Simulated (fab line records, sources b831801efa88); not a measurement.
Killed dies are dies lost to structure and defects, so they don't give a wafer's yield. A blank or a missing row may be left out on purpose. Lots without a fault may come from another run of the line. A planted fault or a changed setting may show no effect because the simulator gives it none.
fab line records | flow sky130
record lots=12 wafers=36 last_day=50
route steps=708 shown SONOS_ONO@185 POLY_GATE@235 LDD_HVP@287 LDD_LDN@297
lots that met no fault: from a run of the same line without faults
start_h: hours from the record's first day to the start of the lot's first wafer shown | wait_h: hours since the lot's step before | " the same as in the row above | L1.1+2: a row that stands for several wafers | - no value, or no start given | * or withheld: withheld | < > ~ a bound
route shown NAME@n: a module of which the file shows steps, and the number in the route of the first | usual: mean/standard deviation of fault-free wafers | same: alike in all rows | chamber/n: place in a boat | sites: the reading at each site | _std_site: their standard deviation | _edge_site: outer sites' mean less inner sites' | radius_mm: how far each site lies from the wafer's centre | mask NAME#n: copy n | behind: the tool/chamber that last shaped the wafer | hold: why the lot was held/for how many hours/how that ended | device: the transistor (n, p or np) that didn't switch | end of line: the same wafers' tests at the end of the route | a step without rows: its recipe alone | killed: dies lost to structure and defects at the first sort, not the wafer's yield | map: a wafer's dies, x killed, . not, _ none there
set.NAME: the setting as run; set.NAME@STEP: as run at that earlier step | model.NAME: the simulator's own value behind a step, which no gauge read
steps of the route over a sample of lots; a table a step, a row a wafer
services: from which hour (start_h, from the record's first day; less than 0 if before it) a tool's chamber was out of use, for how many hours, and why
## steps
# step SKY_SONOS_ONO_STRIP_17
# recipe chemistry=O2/N2 power_w=1400 pressure_mtorr=1500 platen_temp_c=withheld o2_flow_sccm=3000 n2_flow_sccm=300 overash_fraction=0.5
# usual drypump_motor_current_A=5.7/0.45 oes_product_au=0.710/0.0045 strip_time_to_endpoint_s=14.09/0.042
# columns lot.wafer tool chamber start_h wait_h drypump_motor_current_A oes_product_au rf_hours_counter_h strip_time_to_endpoint_s
L229.2 plasma_asher-03 0 278.55 0.0 5.4 0.708 59 14.13
L229.4 " 0 " " 5.4 0.710 - 14.20
L229.6 " 1 " " 6.1 0.712 - 14.12
L230.1 plasma_asher-02 1 286.45 0.0 6.2 0.714 45 14.07
L230.2 " 0 " " 5.6 0.708 45 14.10
L230.5 " 1 " " 6.2 0.716 - 14.12
L232.2 plasma_asher-01 1 308.10 0.0 5.1 0.709 18 14.14
L232.3 " 0 " " 6.2 0.711 - 14.17
L232.6 " 0 " " 6.2 0.708 - 14.17
L233.1 plasma_asher-02 1 310.02 0.0 6.2 0.713 48 14.06
L233.5 " 1 " " 6.3 0.712 - 14.06
L233.6 " 0 " " 5.6 0.711 - 14.02
L234.1 plasma_asher-03 1 318.64 0.0 6.2 0.713 62 14.11
L234.2 " 0 " " 5.4 0.710 62 14.09
L234.3 " 1 " " 6.2 0.706 - 14.05
L241.2 plasma_asher-01 1 394.45 0.0 5.1 0.710 27 14.15
L241.5 " 1 " " 5.1 0.713 - 14.15
L241.6 " 0 " " 6.1 0.710 - 14.15
L246.1 plasma_asher-01 0 421.91 0.0 6.2 0.711 30 14.03
L246.5 " 1 " " 5.1 0.708 - 14.01
L246.6 " 0 " " 6.1 0.707 - 14.05
L247.2 plasma_asher-03 1 424.08 0.0 6.2 0.711 72 14.13
L247.3 " 1 " " 6.2 0.710 - 14.06
L247.5 " 1 " " 6.2 0.710 - 14.08
L248.1 plasma_asher-01 0 435.34 0.0 6.2 0.713 31 14.05
L248.2 " 1 " " 5.1 0.713 31 14.06
L248.4 " 0 " " 6.2 0.711 - 14.07
L250.3 plasma_asher-03 0 453.25 0.0 5.4 0.708 - 14.03
L250.4 " 1 " " 6.1 0.703 - 14.03
L250.5 " 1 " " 6.1 0.705 - 14.04
L251.2 plasma_asher-03 0 460.27 0.0 5.4 0.710 77 14.06
L251.4 " 1 " " 6.1 0.710 - 14.04
L251.5 " 0 " " 5.4 0.711 - 14.09
L252.1 plasma_asher-03 1 491.02 0.0 6.1 0.705 81 14.09
L252.3 " 0 " " 5.4 0.720 - 14.09
L252.4 " 1 " " 6.1 0.713 - 14.11
# step SKY_POLY_GATE_THK_MEAS_21
# recipe reads=SiO2_of_POLY_GATE_OXIDATION_20
# usual POLY_GATE_OXIDATION_THK=4.03/0.083
# columns lot.wafer tool chamber start_h wait_h POLY_GATE_OXIDATION_THK[nm]
L229.2 film_metro-04 - 369.21 0.0 3.97
L229.4 " - " " 4.03
L229.6 " - " " 4.07
L230.1 film_metro-01 - 382.10 0.0 4.00
L230.2 " - " " 3.87
L230.5 " - " " 3.90
L233.1 film_metro-01 - 406.91 0.0 4.09
L233.5 " - " " 4.07
L233.6 " - " " 4.01
L232.2 film_metro-02 - 406.92 0.0 3.90
L232.3 " - " " 3.95
L232.6 " - " " 3.95
L234.1 film_metro-02 - 419.25 0.0 3.77
L234.2 " - " " 3.82
L234.3 " - " " 3.92
L241.2 film_metro-04 - 496.60 0.0 3.98
L241.5 " - " " 3.95
L241.6 " - " " 3.93
L247.2 film_metro-04 - 525.02 0.0 4.03
L247.3 " - " " 3.95
L247.5 " - " " 4.05
L246.1 film_metro-04 - 526.16 0.0 4.02
L246.5 " - " " 4.12
L246.6 " - " " 4.10
L248.1 film_metro-02 - 535.60 0.0 4.01
L248.2 " - " " 4.00
L248.4 " - " " 4.09
L250.3 film_metro-04 - 555.63 0.0 4.07
L250.4 " - " " 4.12
L250.5 " - " " 4.05
L251.2 film_metro-04 - 563.89 0.0 4.08
L251.4 " - " " 4.09
L251.5 " - " " 4.13
L252.1 film_metro-04 - 590.70 0.0 4.11
L252.3 " - " " 3.94
L252.4 " - " " 4.04
# step SKY_LDD_HVP_STRIP_09
# recipe chemistry=O2/N2 power_w=1400 pressure_mtorr=1500 platen_temp_c=withheld o2_flow_sccm=3000 n2_flow_sccm=300 overash_fraction=0.5
# usual drypump_motor_current_A=5.9/0.31 oes_product_au=0.408/0.0045 strip_time_to_endpoint_s=4.133/0.015
# columns lot.wafer tool chamber start_h wait_h drypump_motor_current_A oes_product_au rf_hours_counter_h strip_time_to_endpoint_s
L229.2 plasma_asher-03 1 489.82 0.2 6.1 0.404 81 4.129
L229.4 " 1 " " 6.1 0.396 - 4.141
L229.6 " 0 " " 5.4 0.417 - 4.130
L230.1 plasma_asher-04 1 503.80 0.1 6.2 0.410 1 4.129
L230.2 " 0 " " 6.0 0.408 1 4.152
L230.5 " 0 " " 6.0 0.415 - 4.137
L232.2 plasma_asher-04 0 530.94 0.1 6.0 0.407 4 4.113
L232.3 " 0 " " 6.0 0.401 - 4.109
L232.6 " 1 " " 6.1 0.409 - 4.106
L233.1 plasma_asher-03 1 531.19 0.1 6.1 0.408 87 4.144
L233.5 " 1 " " 6.1 0.406 - 4.142
L233.6 " 0 " " 5.4 0.406 - 4.136
L234.1 plasma_asher-03 0 542.79 0.1 5.4 0.408 88 4.157
L234.2 " 1 " " 6.1 0.405 88 4.152
L234.3 " 1 " " 6.1 0.405 - 4.150
L241.2 plasma_asher-02 0 617.59 0.1 5.6 0.403 78 4.139
L241.5 " 0 " " 5.6 0.406 - 4.150
L241.6 " 1 " " 6.2 0.410 - 4.126
L247.2 plasma_asher-02 1 644.99 0.1 6.2 0.410 81 4.131
L247.3 " 1 " " 6.2 0.403 - 4.129
L247.5 " 1 " " 6.2 0.415 - 4.139
L246.1 plasma_asher-02 0 646.14 0.1 5.5 0.408 81 4.123
L246.5 " 0 " " 5.5 0.415 - 4.138
L246.6 " 1 " " 6.2 0.404 - 4.149
L248.1 plasma_asher-04 0 655.74 0.1 6.0 0.407 14 4.124
L248.2 " 1 " " 6.2 0.414 14 4.106
L248.4 " 1 " " 6.2 0.410 - 4.148
L250.3 plasma_asher-02 1 673.99 0.1 6.2 0.416 - 4.133
L250.4 " 0 " " 5.5 0.412 - 4.145
L250.5 " 1 " " 6.2 0.399 - 4.132
L251.2 plasma_asher-04 1 680.55 0.1 6.2 0.416 16 4.114
L251.4 " 1 " " 6.2 0.398 - 4.108
L251.5 " 1 " " 6.2 0.404 - 4.133
L252.1 plasma_asher-04 1 706.14 0.1 6.1 0.410 19 4.097
L252.3 " 1 " " 6.2 0.414 - 4.125
L252.4 " 0 " " 6.0 0.407 - 4.110
# step SKY_LDD_LDN_IMPLANT_08
# recipe species=As energy_kev=15 dose_cm2=1.25e+13 tilt_deg=withheld rotation_deg=23
# columns lot.wafer tool chamber start_h wait_h
L229.2+4+6 implanter-01 0 520.47 0.0
L230.1+2+5 implanter-02 0 534.94 0.0
L232.2+3+6 implanter-02 0 561.42 0.0
L233.1+5+6 implanter-03 0 561.44 0.0
L234.1+2+3 implanter-01 0 572.52 0.0
L234.1+2+3 implanter-01 0 572.84 0.3
L241.2+5+6 implanter-03 0 646.62 0.0
L241.2+5+6 implanter-03 0 646.93 0.3
L247.2+3+5 implanter-03 0 673.65 0.0
L246.1+5+6 implanter-03 0 675.04 0.0
L248.1+2+4 implanter-03 0 683.89 0.0
L250.3+4+5 implanter-02 0 701.87 0.1
L251.2+4+5 implanter-01 0 708.30 0.0
L252.1+3+4 implanter-02 0 733.49 0.0
# step SKY_LDD_LDN_TW_MEAS_13
# usual LDD_LDN_TW=1491/10
# columns lot.wafer tool chamber start_h wait_h LDD_LDN_TW
L229.2 film_metro-02 - 521.15 0.1 1475
L229.4 " - " " 1474
L229.6 " - " " 1469
L230.1 film_metro-03 - 535.64 0.1 1502
L230.2 " - " " 1505
L230.5 " - " " 1504
L232.2 film_metro-04 - 562.10 0.1 1475
L232.3 " - " " 1481
L232.6 " - " " 1484
L233.1 film_metro-03 - 562.17 0.1 1504
L233.5 " - " " 1511
L233.6 " - " " 1499
L234.1 film_metro-02 - 573.62 0.1 1583
L234.2 " - " " 1585
L234.3 " - " " 1599
L241.2 film_metro-04 - 647.62 0.1 1589
L241.5 " - " " 1587
L241.6 " - " " 1586
L247.2 film_metro-02 - 674.33 0.1 1478
L247.3 " - " " 1485
L247.5 " - " " 1479
L246.1 film_metro-02 - 675.74 0.1 1492
L246.5 " - " " 1479
L246.6 " - " " 1483
L248.1 film_metro-02 - 684.59 0.1 1486
L248.2 " - " " 1481
L248.4 " - " " 1491
L250.3 film_metro-03 - 702.54 0.1 1506
L250.4 " - " " 1505
L250.5 " - " " 1495
L251.2 film_metro-03 - 708.98 0.1 1509
L251.4 " - " " 1509
L251.5 " - " " 1500
L252.1 film_metro-04 - 734.19 0.1 1481
L252.3 " - " " 1491
L252.4 " - " " 1477
## services
# columns tool chamber start_h hours kind
implanter-01 - 278.33 7.6 repair
implanter-02 - 281.35 2.6 repair
implanter-02 - 281.56 1.5 repair
plasma_asher-03 - 293.36 4.1 repair
implanter-03 - 295.91 2.9 pm
implanter-01 - 305.98 5.0 pm
implanter-03 - 308.16 2.2 repair
implanter-02 - 311.17 1.3 repair
plasma_asher-04 - 337.57 2.8 pm
implanter-02 - 353.10 2.1 repair
plasma_asher-03 - 381.68 2.9 repair
plasma_asher-04 - 421.25 9.0 pm
plasma_asher-04 - 433.29 64.4 repair
implanter-03 - 440.16 0.8 repair
plasma_asher-03 - 474.02 2.8 pm
plasma_asher-02 - 480.62 32.9 repair
implanter-03 - 532.96 0.7 repair
implanter-03 - 542.31 2.6 repair
plasma_asher-04 - 582.50 28.1 pm
implanter-03 - 627.17 1.2 repair
implanter-03 - 635.74 8.0 repair
plasma_asher-02 - 680.31 1.0 repair
plasma_asher-02 - 693.58 2.8 pm
implanter-03 - 722.31 1.9 repair
## key
first_sign step=SKY_LDD_LDN_IMPLANT_08 reading=visit direction=added
effect step=SKY_LDD_LDN_TW_MEAS_13 reading=LDD_LDN_TW direction=up sigmas=9.3 usual=1491 struck=1588
met_at SKY_LDD_LDN_IMPLANT_08
struck_lots L234,L241
tester_left_out L234,L241
not_acting_at SKY_SONOS_ONO_STRIP_17,SKY_POLY_GATE_THK_MEAS_21,SKY_LDD_HVP_STRIP_09
fault kind=repeated_step_whole tool=implanter-01,implanter-02,implanter-03 chamber=- onset_h=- steps=SKY_LDD_LDN_IMPLANT_08 times=1 scope=struck_lots_only
# tester_left_out: of these lots the tester's yield and bins aren't shown, on N5 and GAA mostly nor the transistor test; their killed dies are dies lost to structure and defects alone, not to doping, threshold or leakage, so they don't give the yield
